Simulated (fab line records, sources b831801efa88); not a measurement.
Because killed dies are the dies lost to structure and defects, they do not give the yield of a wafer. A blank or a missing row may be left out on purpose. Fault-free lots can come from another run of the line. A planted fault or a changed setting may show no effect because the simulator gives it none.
The tool behind it: which one? / flow sky130 / 24 lots, 72 wafers sampled, at 6 steps of a route of 708

== WHAT THE GAUGES READ, wafer by wafer ==
SKY_VT_ADJUST_HVTR_TW_MEAS_11.
lot=L074; measured=day 9 11:50; on=filmMetro-04; VT_ADJUST_HVTR_TW=213.4 213.9 213.2
lot=L075; measured=day 9 20:38; on=filmMetro-02; VT_ADJUST_HVTR_TW=211.9 211.8 212.9
lot=L076; measured=day 10 05:43; on=filmMetro-04; VT_ADJUST_HVTR_TW=212.0 212.3 212.1
lot=L077; measured=day 10 12:28; on=filmMetro-04; VT_ADJUST_HVTR_TW=213.5 211.8 212.3
lot=L078; measured=day 10 18:52; on=filmMetro-02; VT_ADJUST_HVTR_TW=212.1 212.2 212.9
lot=L079; measured=day 11 01:14; on=filmMetro-01; VT_ADJUST_HVTR_TW=212.8 213.2 212.9
lot=L080; measured=day 11 09:43; on=filmMetro-01; VT_ADJUST_HVTR_TW=213.3 212.2 211.9
lot=L081; measured=day 11 14:34; on=filmMetro-02; VT_ADJUST_HVTR_TW=211.1 210.8 211.1
lot=L082; measured=day 11 20:39; on=filmMetro-01; VT_ADJUST_HVTR_TW=212.5 213.5 213.1
lot=L083; measured=day 12 01:43; on=filmMetro-04; VT_ADJUST_HVTR_TW=211.2 211.6 211.8
lot=L084; measured=day 12 08:56; on=filmMetro-04; VT_ADJUST_HVTR_TW=212.4 211.7 211.8
lot=L085; measured=day 12 16:40; on=filmMetro-01; VT_ADJUST_HVTR_TW=211.8 213.4 211.3
lot=L086; measured=day 13 00:26; on=filmMetro-01; VT_ADJUST_HVTR_TW=213.9 214.7 215.0
lot=L087; measured=day 13 09:49; on=filmMetro-04; VT_ADJUST_HVTR_TW=212.3 212.4 212.6
lot=L088; measured=day 13 12:10; on=filmMetro-02; VT_ADJUST_HVTR_TW=208.9 209.8 209.7
lot=L089; measured=day 13 22:39; on=filmMetro-04; VT_ADJUST_HVTR_TW=213.1 212.3 212.4
lot=L090; measured=day 14 07:30; on=filmMetro-02; VT_ADJUST_HVTR_TW=210.8 210.8 210.9
lot=L091; measured=day 14 15:33; on=filmMetro-04; VT_ADJUST_HVTR_TW=213.0 211.1 212.0
lot=L092; measured=day 14 21:55; on=filmMetro-04; VT_ADJUST_HVTR_TW=211.1 212.4 211.2
lot=L093; measured=day 15 06:18; on=filmMetro-01; VT_ADJUST_HVTR_TW=214.5 213.8 214.9
lot=L094; measured=day 15 11:12; on=filmMetro-01; VT_ADJUST_HVTR_TW=212.9 212.4 213.5
lot=L095; measured=day 15 22:02; on=filmMetro-01; VT_ADJUST_HVTR_TW=214.7 214.6 213.3
lot=L096; measured=day 16 04:51; on=filmMetro-04; VT_ADJUST_HVTR_TW=211.8 212.8 212.4
lot=L097; measured=day 16 14:17; on=filmMetro-01; VT_ADJUST_HVTR_TW=214.0 214.0 213.7

SKY_SONOS_ONO_CD_MEAS_13: the cd target is 410 nm.
lot=L074; measured=day 12 14:16; on=cdSem-01; cdNm (nm)=408.2 410.8 408.7
lot=L075; measured=day 13 04:20; on=cdSem-01; cdNm (nm)=413.4 413.2 411.2
lot=L076; measured=day 13 16:49; on=cdSem-01; cdNm (nm)=412.8 412.2 412.8
lot=L077; measured=day 13 16:46; on=cdSem-02; cdNm (nm)=409.8 407.9 409.3
lot=L078; measured=day 14 03:56; on=cdSem-01; cdNm (nm)=409.5 407.3 408.4
lot=L079; measured=day 14 09:53; on=cdSem-01; cdNm (nm)=406.1 408.6 405.5
lot=L080; measured=day 14 20:56; on=cdSem-02; cdNm (nm)=410.1 408.9 410.4
lot=L081; measured=day 14 21:13; on=cdSem-01; cdNm (nm)=410.3 410.7 409.6
lot=L082; measured=day 15 04:43; on=cdSem-01; cdNm (nm)=408.7 412.7 410.0
lot=L083; measured=day 15 08:16; on=cdSem-01; cdNm (nm)=411.0 411.7 412.2
lot=L084; measured=day 15 17:35; on=cdSem-01; cdNm (nm)=410.1 411.6 409.9
lot=L085; measured=day 16 05:05; on=cdSem-01; cdNm (nm)=414.0 412.6 414.1
lot=L086; measured=day 16 09:17; on=cdSem-02; cdNm (nm)=405.2 406.6 405.3
lot=L087; measured=day 16 23:51; on=cdSem-02; cdNm (nm)=409.4 409.9 408.9
lot=L088; measured=day 17 02:49; on=cdSem-01; cdNm (nm)=406.2 404.3 406.3
lot=L089; measured=day 17 13:19; on=cdSem-02; cdNm (nm)=411.4 412.5 410.6
lot=L090; measured=day 18 05:01; on=cdSem-02; cdNm (nm)=410.4 411.0 411.3
lot=L091; measured=day 18 10:38; on=cdSem-01; cdNm (nm)=411.9 411.2 410.8
lot=L092; measured=day 18 17:25; on=cdSem-01; cdNm (nm)=410.9 410.1 410.3
lot=L093; measured=day 19 02:31; on=cdSem-01; cdNm (nm)=409.5 408.7 409.6
lot=L094; measured=day 19 09:19; on=cdSem-02; cdNm (nm)=407.4 409.2 406.4
lot=L095; measured=day 19 22:16; on=cdSem-01; cdNm (nm)=406.1 408.4 409.9
lot=L096; measured=day 20 02:32; on=cdSem-01; cdNm (nm)=406.8 404.2 405.7
lot=L097; measured=day 20 12:54; on=cdSem-02; cdNm (nm)=408.9 411.2 411.5

SKY_LDD_HVP_OVL_MEAS_07.
lot=L074; measured=day 21 16:22; on=overlay-01; LDD_HVP_OVL (nm)=1.0 -0.1 1.0
lot=L075; measured=day 22 10:20; on=overlay-01; LDD_HVP_OVL (nm)=3.2 2.9 1.0
lot=L076; measured=day 22 20:33; on=overlay-01; LDD_HVP_OVL (nm)=1.2 0.8 1.6
lot=L077; measured=day 22 21:23; on=overlay-01; LDD_HVP_OVL (nm)=1.3 1.4 1.5
lot=L078; measured=day 23 05:17; on=overlay-01; LDD_HVP_OVL (nm)=-1.0 1.0 -1.1
lot=L079; measured=day 23 15:58; on=overlay-02; LDD_HVP_OVL (nm)=1.9 0.3 0.9
lot=L080; measured=day 24 00:51; on=overlay-01; LDD_HVP_OVL (nm)=0.4 1.0 2.3
lot=L081; measured=day 24 04:26; on=overlay-02; LDD_HVP_OVL (nm)=0.2 0.5 -0.3
lot=L082; measured=day 24 10:56; on=overlay-01; LDD_HVP_OVL (nm)=2.2 4.5 2.0
lot=L083; measured=day 24 17:14; on=overlay-02; LDD_HVP_OVL (nm)=1.7 1.9 -0.8
lot=L084; measured=day 25 00:58; on=overlay-02; LDD_HVP_OVL (nm)=-0.7 -1.3 -1.2
lot=L085; measured=day 25 12:29; on=overlay-01; LDD_HVP_OVL (nm)=-2.3 0.1 -0.8
lot=L086; measured=day 25 17:04; on=overlay-01; LDD_HVP_OVL (nm)=-2.5 -1.7 -2.7
lot=L087; measured=day 26 05:41; on=overlay-02; LDD_HVP_OVL (nm)=0.5 2.1 1.1
lot=L088; measured=day 26 13:08; on=overlay-01; LDD_HVP_OVL (nm)=-1.1 -2.1 -0.2
lot=L089; measured=day 26 17:50; on=overlay-02; LDD_HVP_OVL (nm)=-1.6 -0.7 -3.0
lot=L090; measured=day 27 11:23; on=overlay-02; LDD_HVP_OVL (nm)=-1.3 0.2 -1.6
lot=L091; measured=day 27 15:50; on=overlay-02; LDD_HVP_OVL (nm)=0.7 1.4 1.0
lot=L092; measured=day 27 21:23; on=overlay-01; LDD_HVP_OVL (nm)=-1.1 -2.4 -3.0
lot=L093; measured=day 28 04:58; on=overlay-01; LDD_HVP_OVL (nm)=0.0 -1.9 -1.5
lot=L094; measured=day 28 15:53; on=overlay-02; LDD_HVP_OVL (nm)=0.4 1.1 0.9
lot=L095; measured=day 28 23:41; on=overlay-01; LDD_HVP_OVL (nm)=1.1 -1.3 -1.2
lot=L096; measured=day 29 04:40; on=overlay-01; LDD_HVP_OVL (nm)=0.3 -0.7 -0.9
lot=L097; measured=day 29 12:56; on=overlay-01; LDD_HVP_OVL (nm)=-2.3 -0.4 0.7

SKY_SD_P_OVL_MEAS_08.
lot=L074; measured=day 25 12:46; on=overlay-01; SD_P_OVL (nm)=-0.9 -0.4 0.3
lot=L075; measured=day 26 07:04; on=overlay-01; SD_P_OVL (nm)=-0.5 -1.2 -0.5
lot=L076; measured=day 26 14:34; on=overlay-02; SD_P_OVL (nm)=-1.2 -0.3 -0.8
lot=L077; measured=day 26 16:01; on=overlay-01; SD_P_OVL (nm)=-4.2 -2.2 -4.4
lot=L078; measured=day 27 00:43; on=overlay-01; SD_P_OVL (nm)=0.1 -0.1 0.6
lot=L079; measured=day 27 11:25; on=overlay-01; SD_P_OVL (nm)=0.5 -1.3 -1.2
lot=L080; measured=day 27 17:46; on=overlay-02; SD_P_OVL (nm)=-0.8 -0.6 -0.3
lot=L081; measured=day 27 21:49; on=overlay-02; SD_P_OVL (nm)=-2.4 -2.5 -3.8
lot=L082; measured=day 28 04:16; on=overlay-02; SD_P_OVL (nm)=-1.0 0.8 -0.5
lot=L083; measured=day 28 10:56; on=overlay-01; SD_P_OVL (nm)=-2.4 -3.0 -2.3
lot=L084; measured=day 28 20:16; on=overlay-02; SD_P_OVL (nm)=0.0 -2.8 -1.9
lot=L085; measured=day 29 04:31; on=overlay-02; SD_P_OVL (nm)=1.6 -0.2 0.8
lot=L086; measured=day 29 08:55; on=overlay-01; SD_P_OVL (nm)=-2.2 -1.7 -0.4
lot=L087; measured=day 29 21:12; on=overlay-01; SD_P_OVL (nm)=-1.4 -1.4 -1.8
lot=L088; measured=day 30 04:13; on=overlay-01; SD_P_OVL (nm)=-1.0 -1.3 -1.9
lot=L089; measured=day 30 08:34; on=overlay-01; SD_P_OVL (nm)=-0.9 -2.0 -2.0
lot=L090; measured=day 31 03:28; on=overlay-02; SD_P_OVL (nm)=-2.2 -1.7 -2.2
lot=L091; measured=day 31 07:04; on=overlay-01; SD_P_OVL (nm)=-2.7 -2.0 -0.6
lot=L092; measured=day 31 12:37; on=overlay-02; SD_P_OVL (nm)=0.1 -2.8 -2.2
lot=L093; measured=day 31 20:04; on=overlay-02; SD_P_OVL (nm)=0.5 0.9 1.5
lot=L094; measured=day 32 05:04; on=overlay-01; SD_P_OVL (nm)=-1.7 -1.7 -2.3
lot=L095; measured=day 32 12:46; on=overlay-02; SD_P_OVL (nm)=-0.3 0.4 0.6
lot=L096; measured=day 32 17:37; on=overlay-02; SD_P_OVL (nm)=-0.9 -1.0 -1.8
lot=L097; measured=day 33 03:18; on=overlay-01; SD_P_OVL (nm)=0.0 0.9 0.0

SKY_SD_N_CD_MEAS_07: the cd target is 380 nm.
lot=L074; measured=day 27 22:19; on=cdSem-01; cdNm (nm)=377.5 382.1 380.4
lot=L075; measured=day 28 16:44; on=cdSem-02; cdNm (nm)=380.6 380.2 381.1
lot=L076; measured=day 29 00:26; on=cdSem-02; cdNm (nm)=385.4 384.0 384.3
lot=L077; measured=day 29 02:02; on=cdSem-01; cdNm (nm)=386.7 386.6 386.7
lot=L078; measured=day 29 09:20; on=cdSem-02; cdNm (nm)=377.5 380.4 377.2
lot=L079; measured=day 29 20:25; on=cdSem-02; cdNm (nm)=384.4 384.0 385.2
lot=L080; measured=day 30 01:43; on=cdSem-02; cdNm (nm)=382.2 383.7 382.7
lot=L081; measured=day 30 06:11; on=cdSem-02; cdNm (nm)=373.1 374.0 373.6
lot=L082; measured=day 30 10:29; on=cdSem-01; cdNm (nm)=384.1 379.0 380.4
lot=L083; measured=day 30 18:20; on=cdSem-01; cdNm (nm)=379.8 382.3 379.4
lot=L084; measured=day 31 03:38; on=cdSem-02; cdNm (nm)=379.1 379.3 379.5
lot=L085; measured=day 31 12:14; on=cdSem-01; cdNm (nm)=384.7 380.6 382.0
lot=L086; measured=day 31 16:10; on=cdSem-01; cdNm (nm)=380.2 382.2 381.9
lot=L087; measured=day 32 04:40; on=cdSem-02; cdNm (nm)=382.0 379.2 378.7
lot=L088; measured=day 32 10:16; on=cdSem-01; cdNm (nm)=380.5 381.0 382.6
lot=L089; measured=day 32 15:29; on=cdSem-02; cdNm (nm)=374.8 374.9 377.9
lot=L090; measured=day 33 09:19; on=cdSem-01; cdNm (nm)=380.0 379.4 380.0
lot=L091; measured=day 33 12:31; on=cdSem-01; cdNm (nm)=381.8 382.4 382.9
lot=L092; measured=day 33 17:59; on=cdSem-01; cdNm (nm)=382.2 383.3 382.7
lot=L093; measured=day 34 00:22; on=cdSem-01; cdNm (nm)=378.6 379.2 379.4
lot=L094; measured=day 34 10:34; on=cdSem-02; cdNm (nm)=377.6 377.0 377.9
lot=L095; measured=day 34 19:02; on=cdSem-01; cdNm (nm)=380.4 380.3 382.8
lot=L096; measured=day 34 22:23; on=cdSem-02; cdNm (nm)=380.4 381.3 380.2
lot=L097; measured=day 35 08:23; on=cdSem-01; cdNm (nm)=378.9 377.4 377.6

== TOOL THAT RAN EACH LOT (tool first, then ch and the chambers of the sampled wafers, then the start) ==
lot=L074; SKY_POLY_CUT_ETCH_11=rieDiel-04 ch 1,2,3, day 24 07:38
lot=L075; SKY_POLY_CUT_ETCH_11=rieDiel-02 ch 1,2,3, day 25 01:32
lot=L076; SKY_POLY_CUT_ETCH_11=rieDiel-01 ch 0,1,2, day 25 10:11
lot=L077; SKY_POLY_CUT_ETCH_11=rieDiel-04 ch 0,1,3, day 25 11:44
lot=L078; SKY_POLY_CUT_ETCH_11=rieDiel-04 ch 0,1,3, day 25 19:53
lot=L079; SKY_POLY_CUT_ETCH_11=rieDiel-04 ch 0,2,3, day 26 06:50
lot=L080; SKY_POLY_CUT_ETCH_11=rieDiel-02 ch 0,1,3, day 26 12:53
lot=L081; SKY_POLY_CUT_ETCH_11=rieDiel-02 ch 0,1, day 26 16:58
lot=L082; SKY_POLY_CUT_ETCH_11=rieDiel-04 ch 1,3, day 27 00:11
lot=L083; SKY_POLY_CUT_ETCH_11=rieDiel-01 ch 1,2,3, day 27 06:02
lot=L084; SKY_POLY_CUT_ETCH_11=rieDiel-04 ch 0,2,3, day 27 15:43
lot=L085; SKY_POLY_CUT_ETCH_11=rieDiel-01 ch 1,3, day 28 00:29
lot=L086; SKY_POLY_CUT_ETCH_11=rieDiel-04 ch 1,2,3, day 28 05:08
lot=L087; SKY_POLY_CUT_ETCH_11=rieDiel-04 ch 0,1,2, day 28 17:56
lot=L088; SKY_POLY_CUT_ETCH_11=rieDiel-02 ch 2,3, day 29 00:56
lot=L089; SKY_POLY_CUT_ETCH_11=rieDiel-01 ch 0,3, day 29 04:59
lot=L090; SKY_POLY_CUT_ETCH_11=rieDiel-04 ch 0,3, day 29 23:32
lot=L091; SKY_POLY_CUT_ETCH_11=rieDiel-02 ch 2,3, day 30 04:14
lot=L092; SKY_POLY_CUT_ETCH_11=rieDiel-02 ch 1,2, day 30 08:59
lot=L093; SKY_POLY_CUT_ETCH_11=rieDiel-04 ch 1,2, day 30 17:37
lot=L094; SKY_POLY_CUT_ETCH_11=rieDiel-04 ch 0,2,3, day 31 01:34
lot=L095; SKY_POLY_CUT_ETCH_11=rieDiel-02 ch 1,2, day 31 10:05
lot=L096; SKY_POLY_CUT_ETCH_11=rieDiel-04 ch 0,1,3, day 31 14:59
lot=L097; SKY_POLY_CUT_ETCH_11=rieDiel-02 ch 0,3, day 32 00:07
- SKY_POLY_CUT_ETCH_11: etches Si3N4 in CF4/CH2F2/Ar, stops on poly-Si, time 42.5 s, target depth 60 nm.

== WHAT THE TOOLS THEMSELVES READ (means of the sampled wafers that have a number; where no wafer has one, the mark that the record gives instead) ==
SKY_POLY_CUT_ETCH_11.
lot=L074; tool=rieDiel-04; biasW (W)=149.7; cf4FlowSccm (sccm)=40.02; drypumpMotorCurrentA (A)=5.3; oesProductAu (a.u.)=0.834; throttleValvePct (%)=14.990
lot=L075; tool=rieDiel-02; biasW (W)=149.9; cf4FlowSccm (sccm)=40.12; drypumpMotorCurrentA (A)=5.6; oesProductAu (a.u.)=0.826; throttleValvePct (%)=14.997
lot=L076; tool=rieDiel-01; biasW (W)=150.2; cf4FlowSccm (sccm)=40.16; drypumpMotorCurrentA (A)=5.9; oesProductAu (a.u.)=0.829; throttleValvePct (%)=14.994
lot=L077; tool=rieDiel-04; biasW (W)=150.0; cf4FlowSccm (sccm)=39.98; drypumpMotorCurrentA (A)=5.6; oesProductAu (a.u.)=0.829; throttleValvePct (%)=14.994
lot=L078; tool=rieDiel-04; biasW (W)=150.1; cf4FlowSccm (sccm)=40.02; drypumpMotorCurrentA (A)=5.7; oesProductAu (a.u.)=0.831; throttleValvePct (%)=14.996
lot=L079; tool=rieDiel-04; biasW (W)=150.6; cf4FlowSccm (sccm)=39.91; drypumpMotorCurrentA (A)=5.8; oesProductAu (a.u.)=0.833; throttleValvePct (%)=15.002
lot=L080; tool=rieDiel-02; biasW (W)=149.7; cf4FlowSccm (sccm)=40.14; drypumpMotorCurrentA (A)=5.5; oesProductAu (a.u.)=0.835; throttleValvePct (%)=14.994
lot=L081; tool=rieDiel-02; biasW (W)=149.4; cf4FlowSccm (sccm)=40.01; drypumpMotorCurrentA (A)=5.4; oesProductAu (a.u.)=0.825; throttleValvePct (%)=14.997
lot=L082; tool=rieDiel-04; biasW (W)=149.6; cf4FlowSccm (sccm)=40.04; drypumpMotorCurrentA (A)=5.1; oesProductAu (a.u.)=0.840; throttleValvePct (%)=14.992
lot=L083; tool=rieDiel-01; biasW (W)=150.4; cf4FlowSccm (sccm)=39.93; drypumpMotorCurrentA (A)=5.5; oesProductAu (a.u.)=0.835; throttleValvePct (%)=14.992
lot=L084; tool=rieDiel-04; biasW (W)=150.0; cf4FlowSccm (sccm)=40.01; drypumpMotorCurrentA (A)=5.8; oesProductAu (a.u.)=0.833; throttleValvePct (%)=14.996
lot=L085; tool=rieDiel-01; biasW (W)=150.0; cf4FlowSccm (sccm)=40.01; drypumpMotorCurrentA (A)=5.5; oesProductAu (a.u.)=0.831; throttleValvePct (%)=14.992
lot=L086; tool=rieDiel-04; biasW (W)=149.8; cf4FlowSccm (sccm)=39.93; drypumpMotorCurrentA (A)=5.3; oesProductAu (a.u.)=0.829; throttleValvePct (%)=14.995
lot=L087; tool=rieDiel-04; biasW (W)=150.0; cf4FlowSccm (sccm)=39.93; drypumpMotorCurrentA (A)=5.9; oesProductAu (a.u.)=0.831; throttleValvePct (%)=14.984
lot=L088; tool=rieDiel-02; biasW (W)=150.1; cf4FlowSccm (sccm)=39.95; drypumpMotorCurrentA (A)=6.0; oesProductAu (a.u.)=0.828; throttleValvePct (%)=14.992
lot=L089; tool=rieDiel-01; biasW (W)=150.5; cf4FlowSccm (sccm)=39.92; drypumpMotorCurrentA (A)=5.7; oesProductAu (a.u.)=0.825; throttleValvePct (%)=15.000
lot=L090; tool=rieDiel-04; biasW (W)=150.0; cf4FlowSccm (sccm)=40.02; drypumpMotorCurrentA (A)=6.2; oesProductAu (a.u.)=0.836; throttleValvePct (%)=14.991
lot=L091; tool=rieDiel-02; biasW (W)=149.6; cf4FlowSccm (sccm)=40.13; drypumpMotorCurrentA (A)=6.0; oesProductAu (a.u.)=0.829; throttleValvePct (%)=14.999
lot=L092; tool=rieDiel-02; biasW (W)=149.9; cf4FlowSccm (sccm)=39.88; drypumpMotorCurrentA (A)=5.2; oesProductAu (a.u.)=0.833; throttleValvePct (%)=15.002
lot=L093; tool=rieDiel-04; biasW (W)=150.1; cf4FlowSccm (sccm)=40.08; drypumpMotorCurrentA (A)=5.5; oesProductAu (a.u.)=0.828; throttleValvePct (%)=14.989
lot=L094; tool=rieDiel-04; biasW (W)=150.1; cf4FlowSccm (sccm)=40.00; drypumpMotorCurrentA (A)=5.8; oesProductAu (a.u.)=0.828; throttleValvePct (%)=14.994
lot=L095; tool=rieDiel-02; biasW (W)=150.0; cf4FlowSccm (sccm)=40.03; drypumpMotorCurrentA (A)=5.3; oesProductAu (a.u.)=0.823; throttleValvePct (%)=14.986
lot=L096; tool=rieDiel-04; biasW (W)=149.9; cf4FlowSccm (sccm)=39.89; drypumpMotorCurrentA (A)=5.7; oesProductAu (a.u.)=0.828; throttleValvePct (%)=14.994
lot=L097; tool=rieDiel-02; biasW (W)=150.6; cf4FlowSccm (sccm)=40.12; drypumpMotorCurrentA (A)=5.8; oesProductAu (a.u.)=0.833; throttleValvePct (%)=14.985

== THE ANSWER, worked out from the rows above alone ==
Rule: usual is defined by the lots themselves. The widest of any qualifying gaps counts: lots, ordered by their means at a reading, are off when they make up no more than a third of the lots, leave a main group of 4 or more, and stand apart from it by 3 or more times the standard deviation of that group's means. The tables above print the reading to a certain number of digits; a main group whose means all agree to those digits is not used. A lot without any number at a reading at which 4 lots or more have one is off too. Any other lot the step has rows for is counted as sound. Order of review: gauges by route order, followed by the tools' own readings, for which a lot's mean as printed above is used. At the first step where some lot is off, the reading lying furthest off is the one used; lots without a number count as furthest.
Nothing can be told from this: no lot is off at any reading shown.

== WHAT HAD BEEN PUT IN BY THE SIMULATOR ==
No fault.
